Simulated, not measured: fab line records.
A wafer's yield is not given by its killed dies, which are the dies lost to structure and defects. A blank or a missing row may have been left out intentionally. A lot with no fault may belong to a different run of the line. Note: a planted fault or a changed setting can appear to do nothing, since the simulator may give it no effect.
Comparing a struck lot with a sound one -- flow sfq-line -- 29 out of 325 route steps
Sound: the wafers L741.1, L741.2, L741.6. Struck: wafers L737.2, L737.3, L737.6. The cause is named last.
At each step with rows: each side's tool, then ch and its chambers, then its first start. Under that, the readings that differ: sound wafers -- struck wafers -- difference of the means -- sigmas: that difference in standard deviations of wafers without a fault.
alike: readings whose means differ by less than 2 such deviations, and words and numbers that are the same on both sides. not compared: withheld readings, readings that some wafer has no value for, bounds like >300 that may hide the same value, and numbers for which the record gives no deviation and whose values overlap.
A row with sigmas, a row that says differs or no value, or rows on one side alone: a step with any of these is where the two part. When numbers do not overlap yet have no deviation, they are printed without sigmas and do not part them. A reading that every wafer of one side lacks parts them only if that side has two wafers or more.

first, 1 step without rows for these wafers: SFQ_TRILAYER_M2_STRIP_SOLV_CLEAN_062 (cleans in NMP, time 600 s).
SFQ_TRILAYER_I2_DEP_PECVD_063: deposits SiO2 from SiH4/N2O, time 111.11 s, target thk 500 nm.
  sound on pecvd-01 ch 0,1,2, day 37 22:05; struck on pecvd-04 ch 0,2, day 36 17:23
  alike: heater-power-w, rf-fwd-power-W, throttle-valve-pct
SFQ_TRILAYER_I2_CMP_CMP_064: polishes SiO2.
  sound on cmp-01 ch 0,1,2, day 38 12:23; struck on cmp-01 ch 1,3, day 36 23:53
  alike: edge-zone-pressure-frac, motor-current-A, time-to-endpoint-s
SFQ_I2_BOW_MEAS_917:
  sound: film-metro-04 at day 38 14:23; struck: film-metro-02 at day 37 02:25
reading,sound,struck,difference,sigmas
I2_BOW (um),-1 -3 -2,26 11 11,+18,+2
SFQ_TRILAYER_I2_METRO_MEASURE_065:
  sound: film-metro-04 at day 38 14:31; struck: film-metro-02 at day 37 02:43
  alike: thk-nm
then, 6 steps without rows for these wafers: SFQ_TRILAYER_I2_VIA_LITHO_COAT_072 (resist thk 62 nm); SFQ_TRILAYER_I2_VIA_LITHO_COAT_067 (resist thk 650 nm); SFQ_TRILAYER_I2_VIA_LITHO_SOFTBAKE_071; SFQ_TRILAYER_I2_VIA_LITHO_EXPOSE_068 (exposes mask I2, target cd 500 nm); SFQ_TRILAYER_I2_VIA_LITHO_PEB_070 (peb time 60 s); SFQ_TRILAYER_I2_VIA_LITHO_DEVELOP_069 (time 60 s).
SFQ_I2_OVL_MEAS_918:
  sound: overlay-01 at day 44 04:40; struck: overlay-02 at day 37 06:55
  alike: I2_OVL
SFQ_TRILAYER_I2_VIA_BARC_OPEN_VIA_ETCH_096: etches BARC in O2, target depth 125 nm, time 41.7 s.
  sound on rie-diel-03 ch 0,2, day 44 04:43; struck on rie-diel-03 ch 0,3, day 37 06:56
  no value came back on the struck wafers for any of 5 readings (bias-w (W), chamber-pressure-mTorr (mTorr) and others); on the sound wafers bias-w (W) reads 79.94 79.96 80.12
reading,sound,struck,difference,sigmas
model.KrF_of_TRILAYER_I2_VIA_LITHO_COAT_067.thk-nm (nm),574.1 579 576.3,621.2 624.2 624.6,+46.9,
  not compared: rf-hours-counter-h
SFQ_TRILAYER_I2_VIA_ETCH_VIA_ETCH_070: etches SiO2 in CHF3, stops on Nb, target depth 260 nm.
  sound on rie-diel-03 ch 0,2, day 44 04:45; struck on rie-diel-03 ch 0,3, day 37 06:59
reading,sound,struck,difference,sigmas
oes-product-au (a.u.),0.858 0.854 0.846,0.375 0.366 0.372,-0.482,-83
model.KrF_of_TRILAYER_I2_VIA_LITHO_COAT_067.thk-nm (nm),528 534.8 531.9,576.8 579.3 580.2,+47.2,
  alike: bias-w, chamber-pressure-mTorr, drypump-motor-current-A, rf-fwd-power-W
SFQ_TRILAYER_I2_VIA_STRIP_STRIP_071: strips in O2.
  sound on rie-metal-01 ch 1, day 44 04:52; struck on rie-metal-04 ch 0,1, day 37 07:05
  alike: drypump-motor-current-A, he-backside-leak-sccm, oes-product-au
  not compared: rf-hours-counter-h
then, 3 steps without rows for these wafers: SFQ_TRILAYER_I2_VIA_STRIP_SOLV_CLEAN_072 (cleans in NMP, time 600 s); SFQ_TRILAYER_M3_DEP_PRE_CLEAN_074 (time 22.5 s); SFQ_TRILAYER_M3_DEP_SPUTTER_073 (material Nb, target thk 200 nm, time 133.3 s).
SFQ_M3_RS_MEAS_919: a four-point-probe measurement.
  sound: film-metro-02 at day 44 06:22; struck: film-metro-01 at day 37 08:01
  alike: M3_NB_RS
then, 3 steps without rows for these wafers: SFQ_TRILAYER_M3_LITHO_COAT_080 (resist thk 62 nm); SFQ_TRILAYER_M3_LITHO_COAT_075 (resist thk 600 nm); SFQ_TRILAYER_M3_LITHO_SOFTBAKE_079.
-- the record jumps here: 6 days lie between the struck wafers' starts before and after --
SFQ_TRILAYER_M3_LITHO_EXPOSE_076: exposes mask M3, target cd 500 nm.
  sound on krf-scanner-02 ch 0, day 48 20:55; struck on krf-scanner-02, day 43 03:16
  no value came back on the struck wafers for exposure-dose-mJ-cm2, focus-offset-nm (nm); on the sound wafers exposure-dose-mJ-cm2 reads 14.388 14.382 14.408
  alike: mask
then, 2 steps without rows for these wafers: SFQ_TRILAYER_M3_LITHO_PEB_078 (peb time 60 s); SFQ_TRILAYER_M3_LITHO_DEVELOP_077 (time 60 s).
SFQ_M3_OVL_MEAS_921:
  sound: overlay-02 at day 48 22:25; struck: overlay-02 at day 43 04:35
reading,sound,struck,difference,sigmas
M3_OVL (nm),-5 -5 -4,- - -,no value on the struck wafers,
then, 1 step without rows for these wafers: SFQ_TRILAYER_M3_BARC_OPEN_METAL_ETCH_100 (etches BARC in O2, target depth 125 nm, time 41.7 s).
SFQ_TRILAYER_M3_ETCH_METAL_ETCH_078: etches Nb in Cl2/Ar, stops on SiO2, target depth 240 nm, time 120 s.
  sound on rie-metal-01 ch 0, day 48 22:35; struck on rie-metal-02 ch 0,1, day 43 04:40
reading,sound,struck,difference,sigmas
drypump-motor-current-A (A),5.69 5.70 5.70,6.41 6.24 6.22,+0.59,+2
  alike: bias-w, chamber-pressure-mTorr, he-backside-leak-sccm, oes-product-au, rf-fwd-power-W
  not compared: rf-hours-counter-h, model.M3.cd-nm
SFQ_TRILAYER_M3_STRIP_STRIP_079: strips in O2.
  sound on rie-metal-01 ch 0, day 48 22:50; struck on rie-metal-02 ch 0,1, day 43 04:47
reading,sound,struck,difference,sigmas
drypump-motor-current-A (A),5.69 5.70 5.69,6.38 6.24 6.23,+0.59,+2
oes-product-au (a.u.),1.003 1.000 1.010,0.984 0.981 0.985,-0.021,-3
  alike: he-backside-leak-sccm
  not compared: rf-hours-counter-h

WHERE THEY PART
Earliest at SFQ_I2_BOW_MEAS_917; latest, in this record, at SFQ_TRILAYER_M3_STRIP_STRIP_079.

WHY: whatever the simulator had introduced
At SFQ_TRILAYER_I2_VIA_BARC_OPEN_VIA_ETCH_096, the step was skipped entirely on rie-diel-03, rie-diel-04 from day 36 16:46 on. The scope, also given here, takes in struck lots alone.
